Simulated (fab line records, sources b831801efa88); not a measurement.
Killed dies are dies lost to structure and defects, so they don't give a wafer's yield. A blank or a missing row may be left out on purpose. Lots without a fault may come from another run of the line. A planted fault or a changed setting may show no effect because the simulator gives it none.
Chamber matching | flow sfq_line | SFQ_TRILAYER_I1_CMP_CMP_046 on cmp-01: 4 sister chambers
The step polishes SiO2. 7 wafers are shown with their chamber, then 7 later ones without.

WAFERS WITH THEIR CHAMBER
wafer  | chamber | motor_current_A (A) | time_to_endpoint_s (s)
L526.5 | 3       | 11.5                | 206
L528.6 | 1       | 10.1                | 230
L529.4 | 2       | 9.5                 | 214
L529.2 | 0       | 11.9                | 219
L529.6 | 3       | 12.7                | 222
L541.1 | 0       | 12.4                | 229
L541.2 | 2       | 9.3                 | 221

WAFERS WITHOUT THEIR CHAMBER
wafer  | motor_current_A (A) | time_to_endpoint_s (s)
L541.4 | 9.5                 | 231
L543.2 | 11.8                | 221
L543.4 | 8.9                 | 212
L543.6 | 12.6                | 203
L545.1 | 9.6                 | 214
L545.5 | 9.9                 | 224
L545.6 | 12.8                | 229

WHICH CHAMBER EACH WENT THROUGH
wafer  | from the rows above     | in truth
L541.4 | can't be placed: 1 or 2 | 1
L543.2 | can't be placed: 0 or 3 | 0
L543.4 | can't be placed: 2 or 1 | 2
L543.6 | can't be placed: 3 or 0 | 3
L545.1 | can't be placed: 2 or 1 | 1
L545.5 | can't be placed: 1 or 2 | 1
L545.6 | can't be placed: 0 or 3 | 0
Placed correctly: 0 of 7. Can't be placed from these rows: 7 (the true chamber is among the candidates in 7). Placed wrongly: 0.
How it was worked out, from the rows above alone: a wafer's distance from a chamber is the root of the sum, over the readings, of the square of ((its reading less the chamber's mean) divided by the reading's scatter). The wafer belongs to the nearest chamber; if the next one is less than 2 further off, it can't be placed. A chamber's mean is the mean of its shown wafers. The scatter: the root of (the sum of the squares of (reading less its chamber's mean) over the shown wafers, divided by (wafers less chambers)).
